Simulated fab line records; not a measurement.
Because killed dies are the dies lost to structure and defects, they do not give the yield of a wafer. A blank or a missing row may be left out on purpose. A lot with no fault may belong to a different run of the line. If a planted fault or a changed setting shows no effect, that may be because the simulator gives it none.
Which tool was responsible? + flow gf180mcu + 13 lots with 38 wafers sampled at 4 steps, on a route of 602 steps

## WHAT EACH GAUGE READ, for each wafer
GF_V1_BOW_MEAS_05.
| lot  | measured     | on            | V1_BOW (um) |
|------|--------------|---------------|-------------|
| L980 | day 17 04:25 | film metro-04 | 83 78 83    |
| L982 | day 18 00:47 | film metro-04 | 85 86 88    |
| L983 | day 18 03:28 | film metro-04 | 90 80 83    |
| L985 | day 19 02:39 | film metro-01 | 77 72 81    |
| L987 | day 19 15:58 | film metro-02 | 91 79 80    |
| L989 | day 20 15:35 | film metro-01 | 89 82 95    |
| L990 | day 21 00:25 | film metro-01 | 73 80 96    |
| L994 | day 22 05:17 | film metro-04 | 85 86       |
| L996 | day 23 05:50 | film metro-01 | 90 80 85    |
| L100 | day 24 06:43 | film metro-01 | 77 85 83    |
| L101 | day 24 14:56 | film metro-01 | 85 95 90    |
| L102 | day 25 03:14 | film metro-01 | 81 90 92    |
| L103 | day 25 05:26 | film metro-01 | 84 85 78    |

GF_V1_OVL_MEAS_15.
| lot  | measured     | on         | V1_OVL (nm) |
|------|--------------|------------|-------------|
| L980 | day 18 03:39 | overlay-02 | -4 -4 -1    |
| L982 | day 19 00:43 | overlay-01 | -1 -6 -1    |
| L983 | day 19 03:56 | overlay-01 | 2 0 -3      |
| L985 | day 20 03:28 | overlay-02 | 9 12 9      |
| L987 | day 20 15:52 | overlay-02 | 2 -1 4      |
| L989 | day 21 15:50 | overlay-01 | -5 -7 -9    |
| L990 | day 22 00:14 | overlay-02 | -4 0 -3     |
| L994 | day 23 04:23 | overlay-02 | -6 -11      |
| L996 | day 24 04:20 | overlay-02 | 4 6 9       |
| L100 | day 25 05:02 | overlay-01 | 0 0 7       |
| L101 | day 25 12:50 | overlay-02 | 7 3 0       |
| L102 | day 25 23:48 | overlay-01 | 11 10 6     |
| L103 | day 26 02:26 | overlay-01 | -3 -2 1     |

## EACH LOT AND THE TOOL THAT RAN IT (in order: tool; ch and the chambers of the sampled wafers; start)
| lot  | GF_SALICIDE_RTA_08               | GF_V1_CMP_04                  |
|------|----------------------------------|-------------------------------|
| L980 | rtp anneal-02 ch 0, day 15 04:01 | cmp-01 ch 1,2, day 17 04:08   |
| L982 | rtp anneal-01 ch 0, day 15 22:28 | cmp-02 ch 0,1, day 18 00:29   |
| L983 | rtp anneal-01 ch 0, day 16 01:42 | cmp-01 ch 1,3, day 18 03:13   |
| L985 | rtp anneal-02 ch 0, day 16 23:53 | cmp-01 ch 0,1,3, day 19 02:30 |
| L987 | rtp anneal-02 ch 0, day 17 13:53 | cmp-02 ch 0,1, day 19 15:43   |
| L989 | rtp anneal-02 ch 0, day 18 10:41 | cmp-01 ch 1,2, day 20 15:15   |
| L990 | rtp anneal-02 ch 0, day 18 20:32 | cmp-01 ch 1,2,3, day 21 00:10 |
| L994 | rtp anneal-02 ch 0, day 20 03:01 | cmp-01 ch 1,2, day 22 05:04   |
| L996 | rtp anneal-02 ch 0, day 21 03:43 | cmp-02 ch 0,1,2, day 23 05:34 |
| L100 | rtp anneal-01 ch 0, day 22 05:56 | cmp-02 ch 0,1,3, day 24 06:30 |
| L101 | rtp anneal-02 ch 0, day 22 14:03 | cmp-02 ch 0,1,2, day 24 14:47 |
| L102 | rtp anneal-01 ch 0, day 23 03:25 | cmp-01 ch 1,2,3, day 25 02:59 |
| L103 | rtp anneal-01 ch 0, day 23 05:19 | cmp-01 ch 0,2,3, day 25 05:16 |
- GF_SALICIDE_RTA_08: time 30 s.
- GF_V1_CMP_04: polishes SiO2.

## AS READ BY THE TOOLS THEMSELVES (means over the sampled wafers that have a number; for cases with no such wafer, the mark the record gives instead)
GF_SALICIDE_RTA_08.
| lot  | tool          | lamp power pct (%) | wafer_temp_C_max |
|------|---------------|--------------------|------------------|
| L980 | rtp anneal-02 | 17.2               | 802.3            |
| L982 | rtp anneal-01 | 18.0               | 804.4            |
| L983 | rtp anneal-01 | 18.0               | 804.7            |
| L985 | rtp anneal-02 | 17.2               | 801.4            |
| L987 | rtp anneal-02 | 17.1               | 802.1            |
| L989 | rtp anneal-02 | 17.2               | 802.3            |
| L990 | rtp anneal-02 | 17.2               | 802.8            |
| L994 | rtp anneal-02 | 17.2               | 802.4            |
| L996 | rtp anneal-02 | 17.2               | 802.6            |
| L100 | rtp anneal-01 | 18.0               | 804.2            |
| L101 | rtp anneal-02 | 17.2               | 802.7            |
| L102 | rtp anneal-01 | 18.1               | 804.5            |
| L103 | rtp anneal-01 | 18.1               | 805.5            |

GF_V1_CMP_04.
| lot  | tool   | head pressure psi (psi) | motor current A (A) | slurry filter dp kPa (kPa) | time to endpoint s (s) |
|------|--------|-------------------------|---------------------|----------------------------|------------------------|
| L980 | cmp-01 | 3.995                   | 11.0                | 13.52                      | 76                     |
| L982 | cmp-02 | 4.009                   | 12.3                | 13.38                      | 84                     |
| L983 | cmp-01 | 4.000                   | 12.2                | 13.49                      | 89                     |
| L985 | cmp-01 | 4.004                   | 12.6                | 13.37                      | 82                     |
| L987 | cmp-02 | 3.991                   | 13.5                | 13.52                      | 73                     |
| L989 | cmp-01 | 4.006                   | 11.3                | 13.44                      | 85                     |
| L990 | cmp-01 | 3.998                   | 12.1                | 13.54                      | 77                     |
| L994 | cmp-01 | 3.985                   | 11.2                | 13.52                      | 90                     |
| L996 | cmp-02 | 3.999                   | 12.4                | 13.46                      | 83                     |
| L100 | cmp-02 | 3.998                   | 12.4                | 13.48                      | 80                     |
| L101 | cmp-02 | 3.999                   | 12.8                | 13.64                      | 82                     |
| L102 | cmp-01 | 4.005                   | 12.4                | 13.65                      | 81                     |
| L103 | cmp-01 | 4.000                   | 12.4                | 13.36                      | 82                     |

## THE ANSWER, worked out from the rows above alone
Rule: the lots themselves supply what counts as usual. Put in order of their means at a reading, lots are off if they are a third of the lots or fewer, leave a main group of 4 or more, and stand apart from it by a gap of 3 or more times the standard deviation of the main group's means; of several such gaps the widest counts. The tables above print the reading to a certain number of digits; a main group whose means all agree to those digits is not used. Also off: a lot with no number at a reading for which 4 or more lots have one. Where the step has rows for the other lots, those lots are counted as sound. After the gauges, taken in route order, come the tools' own readings; for these a lot's mean is taken, as printed above. The first step at which some lot is off is used, and at that step the reading that is off furthest; a lot without a number counts as furthest.
No lot is off on any of the readings shown, so nothing can be concluded from this.

## WHAT WAS PUT IN BY THE SIMULATOR
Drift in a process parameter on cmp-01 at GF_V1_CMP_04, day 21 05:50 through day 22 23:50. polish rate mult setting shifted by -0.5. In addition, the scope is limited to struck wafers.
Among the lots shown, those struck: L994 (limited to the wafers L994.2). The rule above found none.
